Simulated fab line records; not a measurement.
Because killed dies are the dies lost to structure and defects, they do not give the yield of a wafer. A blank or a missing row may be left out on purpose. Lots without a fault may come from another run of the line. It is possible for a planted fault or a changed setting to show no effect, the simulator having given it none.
fab line records | flow sky130
record: lots: 6 | wafers: 18 | lastDay: 50
route steps=708 shown SONOS_ONO@186 GATE_OXIDE@187 PAD_OPEN@708
lots that met no fault: taken from a fault-free run of the same line
startH: the number of hours between the record's first day and the start of the first shown wafer of the lot | waitH: hours from the lot's prior step to this one | " identical to the entry in the row above | L1.1+2: a single row standing in for several wafers | - value missing, or start not given | * or withheld: withheld | < > ~ a bound
route shown NAME@n: a module of which the file shows steps, and the number in the route of the first | usual: average and standard deviation across the fault-free wafers | same: alike in all rows | chamber/n: place in a boat | sites: each site's reading | _std_site: standard deviation of those values | _edge_site: outer sites' mean less inner sites' | radiusMm: for every site, how far away it sits from the centre of the wafer | mask NAME#n: copy n | behind: the last tool/chamber to shape the wafer | hold: the reason the lot was held/the length of the hold in hours/how it ended | device: the transistor (n, p or np) that didn't switch | end of line: the route-end tests of the same wafers | a step with no rows: only its recipe | killed: not the wafer's yield, but the dies lost to structure and defects at the first sort | map: per-die view of a wafer (x killed, . not killed, _ where there is no die)
set.NAME: setting as actually run; set.NAME@STEP: the setting as run at that earlier step | model.NAME: the simulator's own value behind a step, which no gauge read
a table for each step, a row for each wafer; lots at some steps of the route
services: from which hour (startH, from the record's first day; less than 0 if before it) a tool's chamber was out of use, for how many hours, and why
== steps ==
step: SKY_SONOS_ONO_WET_ETCH_18
recipe: chemistry: H3PO4 | targetDepthNm: 15 | target: Si3N4 | tempC: 160 | timeS: 172
step: SKY_GATE_OXIDE_CLEAN_00
recipe: chemistry: SC1/SC2 | mix: 1:4:20 | tempC: 70 | timeS: 150 | dry: n2Spin
step: SKY_GATE_OXIDE_OXIDATION_01
recipe: tempC: 900 | ambient: O2 | stabiliseS: 600 | purgeS: 300 | targetThkA: 102.68 | oxTimeS: 1473
step: SKY_GATE_OXIDE_THK_MEAS_02
recipe: reads: SiO2_of_GATE_OXIDE_OXIDATION_01
usual: GATE_OXIDE_OXIDATION_00_THK: 10.27/0.2
lot.wafer | tool         | chamber | startH | waitH | GATE_OXIDE_OXIDATION_00_THK[nm]
L503.3    | filmMetro-04 | -       | 307.20 | 0.0   | 9.86
L503.4    | "            | -       | "      | "     | 9.67
L503.6    | "            | -       | "      | "     | 9.81
L507.1    | filmMetro-03 | -       | 337.69 | 0.0   | 10.23
L507.4    | "            | -       | "      | "     | 10.09
L507.5    | "            | -       | "      | "     | 10.13
L508.1    | filmMetro-04 | -       | 347.64 | 0.0   | 10.23
L508.5    | "            | -       | "      | "     | 10.30
L508.6    | "            | -       | "      | "     | 10.23
L518.1    | filmMetro-03 | -       | 429.27 | 0.0   | 10.18
L518.3    | "            | -       | "      | "     | 10.31
L518.6    | "            | -       | "      | "     | 10.06
L520.2    | filmMetro-04 | -       | 444.64 | 0.0   | 10.30
L520.4    | "            | -       | "      | "     | 10.53
L520.5    | "            | -       | "      | "     | 10.60
L521.1    | filmMetro-02 | -       | 455.02 | 0.0   | 10.24
L521.3    | "            | -       | "      | "     | 10.42
L521.6    | "            | -       | "      | "     | 10.32
step: SKY_GATE_OXIDE_DEHYDRATE_03
recipe: tempC: 200 | timeS: 60
step: SKY_GATE_OXIDE_HMDS_04
recipe: primeTimeS: 60 | primeTempC: 120
step: SKY_GATE_OXIDE_COAT_05
recipe: resist: NOVOLAK | spinRpm: 3000 | resistThkNm: 1140
step: SKY_GATE_OXIDE_SOFTBAKE_06
recipe: tempC: 90 | timeS: 60 | resist: NOVOLAK
step: SKY_GATE_OXIDE_EXPOSE_07
recipe: maskId: LVOM | na: 0.6 | sourceShape: conventional | sigmaOuter: 0.6 | polarization: unpolarized | targetCdNm: 600 | doseMj: 170
step: SKY_GATE_OXIDE_PEB_08
recipe: tempC: withheld | timeS: * | resist: NOVOLAK
step: SKY_GATE_OXIDE_DEVELOP_09
recipe: resist: NOVOLAK | developer: TMAH | developTimeS: 60 | devTempC: 23
step: SKY_GATE_OXIDE_OVL_MEAS_10
usual: GATE_OXIDE_OVL: 0.3/1.6
lot.wafer | tool       | chamber | startH | waitH | GATE_OXIDE_OVL[nm]
L503.3    | overlay-01 | -       | 333.36 | 0.1   | 0.9
L503.4    | "          | -       | "      | "     | 1.8
L503.6    | "          | -       | "      | "     | 2.4
L507.1    | overlay-01 | -       | 364.70 | 0.1   | 2.3
L507.4    | "          | -       | "      | "     | 3.0
L507.5    | "          | -       | "      | "     | 3.4
L508.1    | overlay-02 | -       | 374.89 | 0.1   | -0.4
L508.5    | "          | -       | "      | "     | -1.2
L508.6    | "          | -       | "      | "     | -0.4
L518.1    | overlay-01 | -       | 460.24 | 0.1   | 0.4
L518.3    | "          | -       | "      | "     | -1.2
L518.6    | "          | -       | "      | "     | -0.1
L520.2    | overlay-02 | -       | 475.04 | 0.1   | -1.4
L520.4    | "          | -       | "      | "     | -0.6
L520.5    | "          | -       | "      | "     | 0.5
L521.1    | overlay-02 | -       | 485.18 | 0.1   | -0.7
L521.3    | "          | -       | "      | "     | -2.7
L521.6    | "          | -       | "      | "     | -2.3
step: SKY_GATE_OXIDE_IMPLANT_11
recipe: species: B | energyKev: 10 | doseCm2: 2.6e+12 | tiltDeg: withheld
usual: beamEnergyKeV: 10.000/0.0033 | endStationPressureTorr: 5.01e-06/2.7e-07 | faradayCurrentUA: 14.6/0.31
lot.wafer | tool         | chamber | startH | waitH | beamEnergyKeV | endStationPressureTorr | faradayCurrentUA
L503.3    | implanter-01 | 0       | 333.44 | 0.1   | 9.992         | 5.08e-06               | 15.1
L503.4    | "            | 0       | "      | "     | 9.992         | 4.52e-06               | 14.5
L503.6    | "            | 0       | "      | "     | 9.995         | 5.35e-06               | 14.8
L507.1    | implanter-02 | 0       | 364.74 | 0.0   | 10.000        | 5.14e-06               | 14.6
L507.4    | "            | 0       | "      | "     | 9.999         | 4.95e-06               | 14.7
L507.5    | "            | 0       | "      | "     | 9.995         | 4.42e-06               | 14.9
L508.1    | implanter-02 | 0       | 374.92 | 0.0   | 9.998         | 5.42e-06               | 14.7
L508.5    | "            | 0       | "      | "     | 9.997         | 5.28e-06               | 14.4
L508.6    | "            | 0       | "      | "     | 9.999         | 4.55e-06               | 14.7
L518.1    | implanter-04 | 0       | 460.27 | 0.0   | 9.997         | 5.48e-06               | 14.2
L518.3    | "            | 0       | "      | "     | 9.992         | 4.71e-06               | 14.5
L518.6    | "            | 0       | "      | "     | 9.996         | 4.74e-06               | 14.2
L520.2    | implanter-02 | 0       | 475.10 | 0.0   | 10.006        | 4.76e-06               | 14.8
L520.4    | "            | 0       | "      | "     | 10.001        | 5.59e-06               | 14.6
L520.5    | "            | 0       | "      | "     | 10.003        | 5.04e-06               | 14.3
L521.1    | implanter-04 | 0       | 485.22 | 0.0   | 10.002        | 4.59e-06               | 14.8
L521.3    | "            | 0       | "      | "     | 10.001        | 4.64e-06               | 14.7
L521.6    | "            | 0       | "      | "     | 10.000        | 5.31e-06               | 15.0
step: SKY_GATE_OXIDE_WET_ETCH_12
recipe: chemistry: dHF | targetDepthNm: 16.8 | dry: n2Spin | target: SiO2 | dilution: 100:1 | tempC: 25 | timeS: 336
step: SKY_GATE_OXIDE_STRIP_13
recipe: chemistry: O2/N2 | powerW: 1400 | pressureMtorr: 1500 | platenTempC: withheld | o2FlowSccm: 3000 | n2FlowSccm: 300 | overashFraction: 0.5
usual: chamberPressureMTorr: 1500.0/1.4 | drypumpMotorCurrentA: 5.7/0.42 | oesProductAu: 0.716/0.0041 | stripTimeToEndpointS: 14.18/0.042
same: overashFraction: 0.5
lot.wafer | tool           | chamber | startH | waitH | chamberPressureMTorr | drypumpMotorCurrentA | oesProductAu | rfHoursCounterH | stripTimeToEndpointS
L503.3    | plasmaAsher-03 | 0       | 333.67 | 0.0   | 1500.1               | 5.7                  | 0.709        | -               | 14.15
L503.4    | "              | 1       | "      | "     | 1499.9               | 5.6                  | 0.717        | -               | 14.11
L503.6    | "              | 0       | "      | "     | 1499.4               | 5.7                  | 0.720        | -               | 14.21
L507.1    | plasmaAsher-03 | 1       | 364.99 | 0.0   | 1498.9               | 5.6                  | 0.711        | 55              | 14.17
L507.4    | "              | 1       | "      | "     | 1500.5               | 5.6                  | 0.706        | -               | 14.08
L507.5    | "              | 0       | "      | "     | 1500.1               | 5.7                  | 0.716        | -               | 14.16
L508.1    | plasmaAsher-03 | 0       | 375.18 | 0.0   | 1499.7               | 5.7                  | 0.716        | 56              | 14.18
L508.5    | "              | 1       | "      | "     | 1500.9               | 5.6                  | 0.713        | -               | 14.20
L508.6    | "              | 0       | "      | "     | 1501.0               | 5.7                  | 0.715        | -               | 14.08
L518.1    | plasmaAsher-02 | 0       | 460.54 | 0.0   | 1498.8               | 6.3                  | 0.715        | 76              | 14.20
L518.3    | "              | 1       | "      | "     | 1498.9               | 5.1                  | 0.721        | -               | 14.17
L518.6    | "              | 0       | "      | "     | 1499.0               | 6.3                  | 0.708        | -               | 14.22
L520.2    | plasmaAsher-01 | 1       | 475.32 | 0.0   | 1499.7               | 6.2                  | 0.712        | 35              | 14.26
L520.4    | "              | 0       | "      | "     | 1498.8               | 5.3                  | 0.719        | -               | 14.20
L520.5    | "              | 0       | "      | "     | 1500.1               | 5.3                  | 0.712        | -               | 14.22
L521.1    | plasmaAsher-01 | 0       | 485.47 | 0.0   | 1498.7               | 5.3                  | 0.715        | 36              | 14.17
L521.3    | "              | 0       | "      | "     | 1499.4               | 5.3                  | 0.718        | -               | 14.24
L521.6    | "              | 1       | "      | "     | 1499.8               | 6.2                  | 0.713        | -               | 14.20
step: SKY_GATE_OXIDE_TW_MEAS_14
usual: GATE_OXIDE_TW: 224.5/1.6
lot.wafer | tool         | chamber | startH | waitH | GATE_OXIDE_TW
L503.3    | filmMetro-02 | -       | 333.76 | 0.1   | 221.0
L503.4    | "            | -       | "      | "     | 221.2
L503.6    | "            | -       | "      | "     | 222.4
L507.1    | filmMetro-03 | -       | 365.09 | 0.1   | 223.6
L507.4    | "            | -       | "      | "     | 213.9
L507.5    | "            | -       | "      | "     | 224.1
L508.1    | filmMetro-03 | -       | 375.28 | 0.1   | 225.3
L508.5    | "            | -       | "      | "     | 225.4
L508.6    | "            | -       | "      | "     | 213.0
L518.1    | filmMetro-02 | -       | 460.64 | 0.1   | 221.0
L518.3    | "            | -       | "      | "     | 222.3
L518.6    | "            | -       | "      | "     | 222.3
L520.2    | filmMetro-03 | -       | 475.43 | 0.1   | 226.1
L520.4    | "            | -       | "      | "     | 225.8
L520.5    | "            | -       | "      | "     | 225.6
L521.1    | filmMetro-03 | -       | 485.57 | 0.1   | 225.5
L521.3    | "            | -       | "      | "     | 224.1
L521.6    | "            | -       | "      | "     | 223.8
step: SKY_GATE_OXIDE_CLEAN_15
recipe: chemistry: SC1/SC2 | mix: 1:4:20 | tempC: 70 | timeS: 150 | dry: n2Spin
step: SKY_PAD_OPEN_PROBE_99
usual: killed_at_M0_to_M3: 43/6.5 | killed_at_M4_up: 3.1/1.8 | killedAtContacts: 24/5.6 | killedAtFrontEnd: 15/4.2 | killedAtOther: 0.3/0.5 | killedDies: 86/8.9 | killedOpen: 47/6.9 | killedShort: 39/5.9
same: grossDies: 492 | killedAtBackSide: 0
lot.wafer | tool      | chamber | startH  | waitH | killed_at_M0_to_M3 | killed_at_M4_up | killedAtContacts | killedAtFrontEnd | killedAtOther | killedDies | killedOpen | killedShort | model.etest.tipP.rsOhmSq | model.etest.tipP.rsOhmSqRange | model.etest.pfet_01v8.rOnOhmUm | model.etest.tipP.rsOhmSqRimLessCentre | model.etest.nfet_01v8_lvt.driveUaUm | model.etest.nfet_01v8_turned.driveUaUm | model.etest.nfet_01v8.driveUaUm | model.etest.nfet_01v8_swapped.driveUaUm
L503.3    | prober-02 | -       | 1091.67 | 0.2   | 41                 | 1               | 21               | 10               | 1             | 74         | 40         | 34          | 6776                     | 281.8                         | 2807                           | 40.54                                 | 575.9                               | 512.6                                  | 511.8                           | 514.7
L503.4    | prober-02 | -       | 1091.72 | 0.2   | 47                 | 5               | 22               | 13               | 0             | 87         | 42         | 45          | 6766                     | 166.6                         | 2800                           | 65.54                                 | 578.8                               | 509                                    | 505.7                           | 511.2
L503.6    | prober-02 | -       | 1091.82 | 0.2   | 35                 | 4               | 25               | 12               | 0             | 76         | 38         | 38          | 6818                     | 226.7                         | 2876                           | 161.9                                 | 564.5                               | 494                                    | 495.1                           | 493.3
L507.1    | prober-01 | -       | 1115.70 | 0.1   | 33                 | 4               | 18               | 10               | 0             | 65         | 33         | 32          | 6899                     | 176.3                         | 2908                           | 69.77                                 | 579.9                               | 510.4                                  | 505                             | 509.6
L507.4    | prober-01 | -       | 1115.85 | 0.2   | 47                 | 1               | 25               | 27               | 1             | 101        | 54         | 47          | 7140                     | 452.7                         | 3131                           | -244.3                                | 613.7                               | 531.1                                  | 534                             | 530.2
L507.5    | prober-01 | -       | 1115.90 | 0.2   | 36                 | 2               | 24               | 16               | 0             | 78         | 39         | 39          | 6859                     | 150.3                         | 2896                           | 42.35                                 | 571                                 | 506.2                                  | 501.4                           | 498.1
L508.1    | prober-02 | -       | 1124.41 | 0.1   | 37                 | 2               | 26               | 18               | 0             | 83         | 45         | 38          | 6842                     | 295.7                         | 2803                           | 187.3                                 | 566.8                               | 495.6                                  | 497.9                           | 498.9
L508.5    | prober-02 | -       | 1124.61 | 0.2   | 46                 | 4               | 25               | 17               | 0             | 92         | 48         | 44          | 6872                     | 230.6                         | 2966                           | 110.4                                 | 538.4                               | 467.2                                  | 470.4                           | 470.6
L508.6    | prober-02 | -       | 1124.66 | 0.2   | 43                 | 2               | 20               | 18               | 1             | 84         | 37         | 47          | 7196                     | 370                           | 3060                           | -102.8                                | 599.2                               | 526.3                                  | 516.2                           | 522.7
L518.1    | prober-02 | -       | 1174.86 | 0.1   | 45                 | 1               | 26               | 16               | 0             | 88         | 45         | 43          | 6789                     | 248.7                         | 2874                           | 16.21                                 | 575.8                               | 508.1                                  | 505.9                           | 506.6
L518.3    | prober-02 | -       | 1174.96 | 0.2   | 42                 | 4               | 26               | 16               | 1             | 89         | 46         | 43          | 6815                     | 230.6                         | 2791                           | -69.84                                | 586.1                               | 515.5                                  | 516.2                           | 516.9
L518.6    | prober-02 | -       | 1175.11 | 0.2   | 51                 | 2               | 25               | 17               | 0             | 95         | 55         | 40          | 6787                     | 215.6                         | 2806                           | 119.5                                 | 581.2                               | 515.1                                  | 511                             | 516.7
L520.2    | prober-02 | -       | 1180.51 | 0.1   | 37                 | 2               | 19               | 16               | 1             | 75         | 40         | 35          | 6961                     | 195.3                         | 2956                           | 16.83                                 | 555.9                               | 479.4                                  | 479.8                           | 484.1
L520.4    | prober-02 | -       | 1180.61 | 0.2   | 52                 | 3               | 28               | 12               | 0             | 95         | 55         | 40          | 6843                     | 274.7                         | 2924                           | 177.7                                 | 560.3                               | 492.1                                  | 488.3                           | 495.3
L520.5    | prober-02 | -       | 1180.66 | 0.2   | 57                 | 2               | 20               | 15               | 0             | 94         | 64         | 30          | 6903                     | 237.5                         | 2878                           | 15.29                                 | 564.9                               | 500.5                                  | 497.3                           | 497.4
L521.1    | prober-01 | -       | 1189.41 | 0.1   | 42                 | 4               | 30               | 9                | 2             | 87         | 56         | 31          | 6812                     | 118.4                         | 2818                           | 38.47                                 | 580.4                               | 506.8                                  | 505.1                           | 510.8
L521.3    | prober-01 | -       | 1189.51 | 0.2   | 42                 | 5               | 29               | 13               | 0             | 89         | 50         | 39          | 6822                     | 180.4                         | 2854                           | -117.2                                | 580.4                               | 507.4                                  | 507.3                           | 502.2
L521.6    | prober-01 | -       | 1189.66 | 0.2   | 48                 | 3               | 17               | 19               | 0             | 87         | 50         | 37          | 6878                     | 148.2                         | 2740                           | -12.39                                | 585.9                               | 511.7                                  | 511.2                           | 506.3
killed by level:class
L503.3 VIA1:geometricParticle:open=10 CONTACT:geometricParticle:short=6 VIA3:geometricParticle:open=6 LI_CONTACT:geometricParticle:open=5 CONTACT:geometricParticle:open=5 METAL1:geometricParticle:short=5 METAL2:geometricParticle:short=5 VIA2:geometricParticle:open=5
L503.4 VIA1:geometricParticle:open=10 VIA2:geometricParticle:open=8 VIA1:geometricParticle:short=7 CONTACT:geometricParticle:open=6 LOCAL_INTERCONNECT:geometricParticle:short=6 POLY_GATE:geometricParticle:short=5 METAL2:geometricParticle:short=5 LI_CONTACT:geometricParticle:open=4
L503.6 LOCAL_INTERCONNECT:geometricParticle:short=8 CONTACT:geometricParticle:open=7 VIA1:geometricParticle:open=7 VIA1:geometricParticle:short=5 POLY_GATE:geometricParticle:open=4 LI_CONTACT:geometricParticle:open=4 METAL1:geometricParticle:short=4 VIA2:geometricParticle:open=4
L507.1 CONTACT:geometricParticle:open=7 METAL1:geometricParticle:short=6 LI_CONTACT:geometricParticle:open=5 METAL2:geometricParticle:short=5 VIA2:geometricParticle:open=5 FIELD_ISO:geometricParticle:open=3 POLY_GATE:geometricParticle:short=3 POLY_GATE:geometricParticle:open=3
L507.4 VIA2:geometricParticle:open=10 VIA2:geometricParticle:short=9 FIELD_ISO:geometricParticle:short=8 CONTACT:geometricParticle:open=8 LI_CONTACT:geometricParticle:open=7 VIA1:geometricParticle:open=7 VIA3:geometricParticle:open=6 POLY_GATE:geometricParticle:open=5
L507.5 LI_CONTACT:geometricParticle:open=10 VIA1:geometricParticle:open=10 VIA1:geometricParticle:short=6 LOCAL_INTERCONNECT:geometricParticle:short=6 VIA3:geometricParticle:open=6 FIELD_ISO:geometricParticle:open=4 POLY_GATE:geometricParticle:open=4 POLY_GATE:geometricParticle:short=4
L508.1 FIELD_ISO:geometricParticle:short=8 VIA2:geometricParticle:open=8 CONTACT:geometricParticle:open=8 LI_CONTACT:geometricParticle:open=7 FIELD_ISO:geometricParticle:open=6 LOCAL_INTERCONNECT:geometricParticle:short=6 VIA1:geometricParticle:open=5 VIA2:geometricParticle:short=5
L508.5 VIA1:geometricParticle:open=14 LI_CONTACT:geometricParticle:open=8 POLY_GATE:geometricParticle:open=7 CONTACT:geometricParticle:short=7 CONTACT:geometricParticle:open=7 METAL2:geometricParticle:short=7 VIA3:geometricParticle:open=6 FIELD_ISO:geometricParticle:short=5
L508.6 VIA3:geometricParticle:short=9 VIA2:geometricParticle:open=7 VIA3:geometricParticle:open=7 LOCAL_INTERCONNECT:geometricParticle:short=5 CONTACT:geometricParticle:open=5 FIELD_ISO:geometricParticle:short=4 FIELD_ISO:geometricParticle:open=4 POLY_GATE:geometricParticle:short=4
L518.1 VIA3:geometricParticle:open=9 METAL1:geometricParticle:short=8 VIA1:geometricParticle:open=8 CONTACT:geometricParticle:open=7 LI_CONTACT:geometricParticle:open=7 VIA1:geometricParticle:short=6 FIELD_ISO:geometricParticle:short=5 POLY_GATE:geometricParticle:open=5
L518.3 VIA1:geometricParticle:open=14 LI_CONTACT:geometricParticle:open=8 CONTACT:geometricParticle:short=7 CONTACT:geometricParticle:open=7 VIA1:geometricParticle:short=7 VIA3:geometricParticle:open=4 METAL2:geometricParticle:short=4 VIA2:geometricParticle:open=4
L518.6 CONTACT:geometricParticle:open=13 VIA2:geometricParticle:open=8 VIA3:geometricParticle:open=8 VIA1:geometricParticle:open=7 METAL3:geometricParticle:short=6 LI_CONTACT:geometricParticle:open=5 VIA1:geometricParticle:short=5 POLY_GATE:geometricParticle:short=4
L520.2 VIA1:geometricParticle:open=7 LI_CONTACT:geometricParticle:open=6 CONTACT:geometricParticle:open=6 VIA2:geometricParticle:open=5 VIA3:geometricParticle:open=5 POLY_GATE:geometricParticle:open=4 POLY_GATE:geometricParticle:short=4 LOCAL_INTERCONNECT:geometricParticle:short=4
L520.4 CONTACT:geometricParticle:open=13 VIA1:geometricParticle:open=11 VIA1:geometricParticle:short=7 FIELD_ISO:geometricParticle:short=6 LI_CONTACT:geometricParticle:open=6 VIA3:geometricParticle:open=6 METAL1:geometricParticle:short=5 METAL2:geometricParticle:short=5
L520.5 VIA1:geometricParticle:open=17 VIA3:geometricParticle:open=13 CONTACT:geometricParticle:open=10 VIA1:geometricParticle:short=7 METAL1:geometricParticle:short=6 POLY_GATE:geometricParticle:open=5 VIA2:geometricParticle:open=5 FIELD_ISO:geometricParticle:short=4
L521.1 CONTACT:geometricParticle:open=11 VIA1:geometricParticle:open=9 LI_CONTACT:geometricParticle:open=8 VIA2:geometricParticle:open=8 VIA3:geometricParticle:open=5 METAL2:geometricParticle:short=5 LOCAL_INTERCONNECT:geometricParticle:open=4 CONTACT:geometricParticle:short=4
L521.3 VIA1:geometricParticle:open=9 CONTACT:geometricParticle:open=9 VIA3:geometricParticle:open=9 LI_CONTACT:geometricParticle:open=8 POLY_GATE:geometricParticle:short=5 LOCAL_INTERCONNECT:geometricParticle:short=5 FIELD_ISO:geometricParticle:open=4 VIA2:geometricParticle:open=4
L521.6 VIA1:geometricParticle:open=11 POLY_GATE:geometricParticle:open=9 VIA2:geometricParticle:open=8 METAL2:geometricParticle:short=7 LI_CONTACT:geometricParticle:open=5 CONTACT:geometricParticle:open=5 VIA3:geometricParticle:open=5 POLY_GATE:geometricParticle:short=4
== services ==
tool           | chamber | startH | hours | kind
implanter-01   | -       | 324.87 | 1.2   | repair
implanter-01   | -       | 357.34 | 33.9  | pm
implanter-04   | -       | 383.39 | 1.9   | repair
plasmaAsher-02 | -       | 389.29 | 1.5   | repair
implanter-04   | -       | 408.07 | 2.4   | pm
plasmaAsher-02 | -       | 437.96 | 3.0   | pm
plasmaAsher-02 | -       | 444.37 | 4.4   | repair
plasmaAsher-02 | -       | 469.78 | 2.8   | pm
implanter-04   | -       | 473.52 | 4.6   | pm
== key ==
firstSign: step: SKY_GATE_OXIDE_TW_MEAS_14 | reading: GATE_OXIDE_TW | direction: down | sigmas: 6.7 | usual: 224.5 | struck: 213.5
effect none on later readings
modelEffect: step: SKY_PAD_OPEN_PROBE_99 | value: etest.tipP.rsOhmSq | without: 6845 | struck: 7168
metAt SKY_GATE_OXIDE_IMPLANT_11
struckWafers L507.4,L508.6
testerLeftOut L507,L508
fault: kind: processParameterDrift | tool: implanter-02 | chamber: - | onsetH: 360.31 | steps: SKY_GATE_OXIDE_IMPLANT_11 | channel: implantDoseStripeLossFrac | offset: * | shape: step | endH: 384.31 | scope: struckWafersOnly
testerLeftOut: of these lots the tester's yield and bins aren't shown, on N5 and GAA mostly nor the transistor test; their killed dies are dies lost to structure and defects alone, not to doping, threshold or leakage, so they don't give the yield
